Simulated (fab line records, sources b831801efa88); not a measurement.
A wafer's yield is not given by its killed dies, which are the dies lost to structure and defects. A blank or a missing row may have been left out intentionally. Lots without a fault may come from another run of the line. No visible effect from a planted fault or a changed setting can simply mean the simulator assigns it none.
The same fault as seen by 2 desks    flow gf180mcu    each desk has only its own numbers; what lay behind them comes last

THE METROLOGY DESK
Lot by lot, what the gauges showed, no matter which tool ran the lot: averages of those sampled wafers that carry a number. Any lot whose mean is over 4 standard deviations away from the usual mean is out of limits and marked OUT; that distance is given in the brackets.
Columns: A = cd-nm at GF_V5_CD_MEAS_14, usual 260.2 nm; B = TOP_METAL_ALCU_RS at GF_TOP_METAL_RS_MEAS_05, usual 0.0328 ohm/sq; C = cd-nm at GF_TOP_METAL_CD_MEAS_14, usual 440.0 nm
lot   first seen here  A      B       C
L247  day 27 04:24     258.8  0.0328  438.9
L249  day 27 20:37     258.8  0.0328  442.0
L250  day 28 06:35     262.3  0.0330  442.5
L251  day 28 12:12     260.7  0.0323  441.4
L253  day 29 06:08     263.8  0.0334  439.4
L254  day 29 15:27     260.7  0.0332  440.4
L257  day 30 12:11     264.1  0.0334  437.9
L260  day 31 05:33     260.4  0.0329  441.8
L263  day 32 00:32     260.6  0.0324  444.0
L264  day 32 04:50     261.6  0.0325  436.5
L268  day 33 01:57     260.4  0.0326  437.8
L269  day 33 06:21     260.5  0.0328  440.1
This desk found nothing out of limits on any of the 12 lots.

TOOL OWNER'S DESK, krf-scanner-01
The tool's own readings at GF_V5_EXPOSE_11 (exposes mask Via5, target cd 260 nm): means of the sampled wafers that have a number, for each lot that ran on this tool. Any lot whose mean is over 4 standard deviations away from the usual mean is out of limits and marked OUT; that distance is given in the brackets.
Columns: A = exposure-dose-mJ-cm2 at GF_V5_EXPOSE_11, usual 37.93
lot   first seen here  A
L250  day 27 21:28     38.00
L251  day 28 02:44     37.95
L253  day 28 20:55     39.38 (+37) OUT
L257  day 30 03:01     39.10 (+30) OUT
This desk's finding: out of limits on L253, L257; first on L253, day 28 20:55 (exposure-dose-mJ-cm2 at GF_V5_EXPOSE_11). L250, L251 stayed within limits.

ALL TOGETHER
On L253, L257, at day 28 20:55, an alarm was possible from the tool owner's desk.
Metrology desk: nothing out of limits seen.
The metrology desk holds a record of L253, L257, inside its limits.
Of the lots named, all ran GF_V5_EXPOSE_11 on krf-scanner-01.

WHAT THE SIMULATOR HAD INSERTED
Process parameters drifting: krf-scanner-01 at GF_V5_EXPOSE_11, beginning at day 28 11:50. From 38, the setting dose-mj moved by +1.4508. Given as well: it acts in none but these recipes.
Shown lots that were struck: L253, L257.
Time in hours from fault onset to the first out-of-limits reading at each desk: the tool owner's desk, 9.
